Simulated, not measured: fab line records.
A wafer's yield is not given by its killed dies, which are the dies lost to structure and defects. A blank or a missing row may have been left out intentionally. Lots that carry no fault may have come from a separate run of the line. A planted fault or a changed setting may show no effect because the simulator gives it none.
Which tool is to blame? -- flow gf180mcu -- Sampling: 13 lots, 39 wafers, 4 of 602 route steps

== WHAT EACH GAUGE READ, for each wafer ==
GF_VT_IMPLANT_TW_MEAS_32.
lot,measured,on,VT_IMPLANT_3_TW
L435,day 6 18:45,film-metro-03,269.3 270.5 268.6
L436,day 7 08:41,film-metro-01,271.8 271.4 270.1
L437,day 7 11:40,film-metro-01,271.1 271.5 270.9
L438,day 7 20:16,film-metro-04,269.6 271.3 268.9
L439,day 8 00:31,film-metro-01,316.1 315.4 314.6
L442,day 8 20:39,film-metro-04,315.1 314.8 316.0
L449,day 10 15:13,film-metro-03,266.9 267.8 269.0
L451,day 11 05:48,film-metro-03,268.6 270.0 268.6
L452,day 11 12:43,film-metro-03,269.8 268.8 269.3
L453,day 12 00:49,film-metro-03,268.6 269.0 269.7
L454,day 12 06:00,film-metro-01,271.1 270.1 269.7
L455,day 12 08:12,film-metro-04,267.5 267.2 266.8
L457,day 12 20:38,film-metro-01,268.7 269.1 270.0

GF_DUAL_GATE_THK_MEAS_03.
lot,measured,on,DUAL_GATE_OXIDATION_00_THK (nm)
L435,day 7 13:50,film-metro-01,10.80 10.78 10.86
L436,day 8 03:04,film-metro-01,10.15 10.30 10.47
L437,day 8 06:49,film-metro-04,10.71 10.60 10.71
L438,day 8 14:58,film-metro-02,10.79 10.91 11.13
L439,day 8 20:19,film-metro-04,11.00 11.12 11.21
L442,day 9 16:38,film-metro-02,10.81 11.02 10.78
L449,day 11 11:21,film-metro-02,10.86 10.88 10.83
L451,day 12 03:58,film-metro-02,11.33 11.25 11.31
L452,day 12 10:32,film-metro-02,10.87 10.80 10.79
L453,day 12 23:03,film-metro-04,10.71 10.75 10.53
L454,day 13 04:29,film-metro-04,11.02 10.84 11.07
L455,day 13 08:49,film-metro-04,11.28 11.32 11.16
L457,day 13 19:05,film-metro-04,10.87 10.63 10.93

GF_DUAL_GATE_OVL_MEAS_11.
lot,measured,on,DUAL_GATE_OVL (nm)
L435,day 8 05:40,overlay-02,-2.3 -1.9 -2.9
L436,day 8 19:52,overlay-01,-2.7 -2.9 -1.8
L437,day 8 22:56,overlay-01,-1.4 -2.7 -1.2
L438,day 9 07:04,overlay-01,0.3 1.6 0.0
L439,day 9 13:22,overlay-01,-2.5 -2.0 0.7
L442,day 10 10:04,overlay-01,-2.3 -2.4 -2.0
L449,day 12 06:15,overlay-01,-2.2 -0.4 -2.0
L451,day 12 23:07,overlay-02,-1.6 -1.4 -1.9
L452,day 13 06:35,overlay-02,-1.0 -0.6 -1.7
L453,day 13 18:35,overlay-01,-2.8 -3.6 -1.7
L454,day 14 00:56,overlay-01,-3.2 -2.9 -2.7
L455,day 14 04:52,overlay-02,-1.1 -1.7 -1.2
L457,day 14 15:23,overlay-02,-2.0 -1.7 -3.7

== TOOL THAT RAN EACH LOT (tool first, then ch and the chambers of the sampled wafers, then the start) ==
lot,GF_VT_IMPLANT_IMPLANT_30
L435,"implanter-03 ch 0, day 6 18:30"
L436,"implanter-02 ch 0, day 7 08:28"
L437,"implanter-02 ch 0, day 7 11:25"
L438,"implanter-02 ch 0, day 7 20:02"
L439,"implanter-02 ch 0, day 8 00:16"
L442,"implanter-02 ch 0, day 8 20:24"
L449,"implanter-01 ch 0, day 10 15:01"
L451,"implanter-03 ch 0, day 11 05:33"
L452,"implanter-02 ch 0, day 11 12:28"
L453,"implanter-01 ch 0, day 12 00:36"
L454,"implanter-03 ch 0, day 12 05:45"
L455,"implanter-01 ch 0, day 12 07:57"
L457,"implanter-03 ch 0, day 12 20:23"
- GF_VT_IMPLANT_IMPLANT_30

== WHAT THE TOOLS THEMSELVES READ (means of the sampled wafers that have a number; where no wafer has one, the mark that the record gives instead) ==
GF_VT_IMPLANT_IMPLANT_30.
lot,tool,dose-ions-cm2,faraday-current-uA
L435,implanter-03,2.532e+12,14.1
L436,implanter-02,2.538e+12,14.2
L437,implanter-02,2.534e+12,14.2
L438,implanter-02,2.537e+12,14.1
L439,implanter-02,4.327e+12,24.9
L442,implanter-02,4.327e+12,24.5
L449,implanter-01,2.533e+12,14.6
L451,implanter-03,2.534e+12,14.2
L452,implanter-02,2.534e+12,14.1
L453,implanter-01,2.532e+12,14.5
L454,implanter-03,2.536e+12,14.0
L455,implanter-01,2.537e+12,14.0
L457,implanter-03,2.534e+12,14.2

== THE ANSWER, worked out from the rows above alone ==
Rule: the usual values come from the lots themselves. The widest of any qualifying gaps counts: lots, ordered by their means at a reading, are off when they make up no more than a third of the lots, leave a main group of 4 or more, and stand apart from it by 3 or more times the standard deviation of that group's means. A main group is skipped when, at the precision printed for the reading in the tables above, its means are all equal. A lot without any number at a reading at which 4 lots or more have one is off too. The other lots that the step has rows for count as sound. The gauges are gone through in route order, then the tools' own readings, and for those a lot's mean is taken as printed above. At the first step where some lot is off, the reading lying furthest off is the one used; lots without a number count as furthest.
Off: L439, L442, at GF_VT_IMPLANT_TW_MEAS_32 (VT_IMPLANT_3_TW). The main group: mean 269.4, standard deviation 1.2.
A tool fits if, at a process step before that reading, it ran every lot that is off, and no sound lot after the first of them. Not tried: the gauges at GF_VT_IMPLANT_TW_MEAS_32; whatever is off there is also off at GF_VT_IMPLANT_IMPLANT_30, on other tools, and gauge error can't account for it. No candidate that was tried fits.

== WHAT THE SIMULATOR HAD INSERTED ==
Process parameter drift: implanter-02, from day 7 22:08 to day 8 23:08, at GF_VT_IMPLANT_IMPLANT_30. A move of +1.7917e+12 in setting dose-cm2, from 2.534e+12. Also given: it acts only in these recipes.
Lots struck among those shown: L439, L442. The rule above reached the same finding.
